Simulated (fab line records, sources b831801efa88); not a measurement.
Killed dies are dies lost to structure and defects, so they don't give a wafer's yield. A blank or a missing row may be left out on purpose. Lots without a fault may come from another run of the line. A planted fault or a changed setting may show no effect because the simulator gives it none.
A struck lot beside a sound one | flow sky130 | 28 steps out of a route of 708
Sound: wafers L785.3, L785.4, L785.6. Struck: wafers L797.4, L797.5, L797.6. The cause comes at the end.
At each step with rows: each side's tool, then ch and its chambers, then its first start. Under that, the readings that differ: sound wafers | struck wafers | difference of the means | sigmas: that difference in standard deviations of wafers without a fault.
alike: readings whose means differ by less than 2 such deviations, and words and numbers that are the same on both sides. not compared: withheld readings, readings that some wafer has no value for, bounds like >300 that may hide the same value, and numbers for which the record gives no deviation and whose values overlap.
The two part at a step that has a row with sigmas, a row that says differs or no value, or rows on one side only. Numbers that don't overlap but have no deviation are shown without sigmas and don't part them. A reading that every wafer of one side lacks parts them only if that side has two wafers or more.

SKY_SD_P_OVL_MEAS_08:
  sound on overlay-02, day 25 21:29; struck on overlay-02, day 29 20:49
  alike: SD_P_OVL
then, 1 step without rows for these wafers: SKY_SD_P_IMPLANT_09.
SKY_SD_P_STRIP_10: strips in O2/N2.
  sound on plasma_asher-03 ch 0,1, day 25 21:41; struck on plasma_asher-02 ch 0,1, day 29 21:01
  alike: chamber_pressure_mTorr, drypump_motor_current_A, n2_flow_sccm, oes_product_au, strip_time_to_endpoint_s
  not compared: rf_hours_counter_h
SKY_SD_P_TW_MEAS_11:
  sound on film_metro-01, day 25 21:46; struck on film_metro-01, day 29 21:07
  alike: SD_P_TW
then, 8 steps without rows for these wafers: SKY_RES_XHIGH_DEHYDRATE_00 (time 60 s); SKY_RES_XHIGH_HMDS_01 (prime time 60 s); SKY_RES_XHIGH_COAT_02 (resist thk 1140 nm); SKY_RES_XHIGH_SOFTBAKE_03 (time 60 s); SKY_RES_XHIGH_EXPOSE_04 (exposes mask URPM, target cd 1270 nm); SKY_RES_XHIGH_PEB_05; SKY_RES_XHIGH_DEVELOP_06 (develop time 60 s); SKY_RES_XHIGH_IMPLANT_07.
SKY_RES_XHIGH_STRIP_08: strips in O2/N2.
  sound on plasma_asher-04 ch 0,1, day 27 03:26; struck on plasma_asher-03 ch 0,1, day 30 23:29
  no value came back on the struck wafers for any of 5 readings (chamber_pressure_mTorr (mTorr), drypump_motor_current_A (A) and others); on the sound wafers chamber_pressure_mTorr (mTorr) reads 1499.0 1501.0 1502.3
  reading                                        | sound | struck         | difference | sigmas
  model.NOVOLAK_of_RES_XHIGH_COAT_02.thk_nm (nm) | 0 0 0 | 1139 1137 1138 | +1138      |
  not compared: rf_hours_counter_h
SKY_RES_XHIGH_TW_MEAS_09:
  sound on film_metro-02, day 27 03:31; struck on film_metro-01, day 30 23:35
  alike: RES_XHIGH_TW
then, 7 steps without rows for these wafers: SKY_SD_N_DEHYDRATE_00 (time 60 s); SKY_SD_N_HMDS_01 (prime time 60 s); SKY_SD_N_COAT_02 (resist thk 1140 nm); SKY_SD_N_SOFTBAKE_03 (time 60 s); SKY_SD_N_EXPOSE_04 (exposes mask NSDM, target cd 380 nm); SKY_SD_N_PEB_05; SKY_SD_N_DEVELOP_06 (develop time 60 s).
SKY_SD_N_CD_MEAS_07: target cd 380 nm.
  sound on cd_sem-01, day 28 08:08; struck on cd_sem-01, day 32 02:56
  alike: cd_nm
SKY_SD_N_OVL_MEAS_08:
  sound on overlay-02, day 28 08:14; struck on overlay-02, day 32 03:01
  alike: SD_N_OVL
then, 2 steps without rows for these wafers: SKY_SD_N_IMPLANT_09; SKY_SD_N_IMPLANT_10.
SKY_SD_N_STRIP_11: strips in O2/N2.
  sound on plasma_asher-04 ch 0,1, day 28 08:35; struck on plasma_asher-04 ch 0,1, day 32 03:22
  reading                      | sound             | struck            | difference | sigmas
  oes_product_au (a.u.)        | 0.527 0.531 0.521 | 0.612 0.615 0.612 | +0.087     | +18
  strip_time_to_endpoint_s (s) | 22.54 22.54 22.61 | 39.45 39.44 39.53 | +16.91     | +99 or more
  alike: chamber_pressure_mTorr, drypump_motor_current_A, n2_flow_sccm
  not compared: rf_hours_counter_h
SKY_SD_N_TW_MEAS_12:
  sound on film_metro-03, day 28 08:40; struck on film_metro-03, day 32 03:28
  reading | sound          | struck   | difference | sigmas
  SD_N_TW | 4026 4011 4009 | 30 30 30 | -3985      | -99 or more
then, 1 step without rows for these wafers: SKY_SD_N_CLEAN_13 (cleans in SC1/SC2, time 150 s).

WHERE THEY PART
First at SKY_RES_XHIGH_STRIP_08; last, within this record, at SKY_SD_N_TW_MEAS_12.

WHY: what the simulator had put in
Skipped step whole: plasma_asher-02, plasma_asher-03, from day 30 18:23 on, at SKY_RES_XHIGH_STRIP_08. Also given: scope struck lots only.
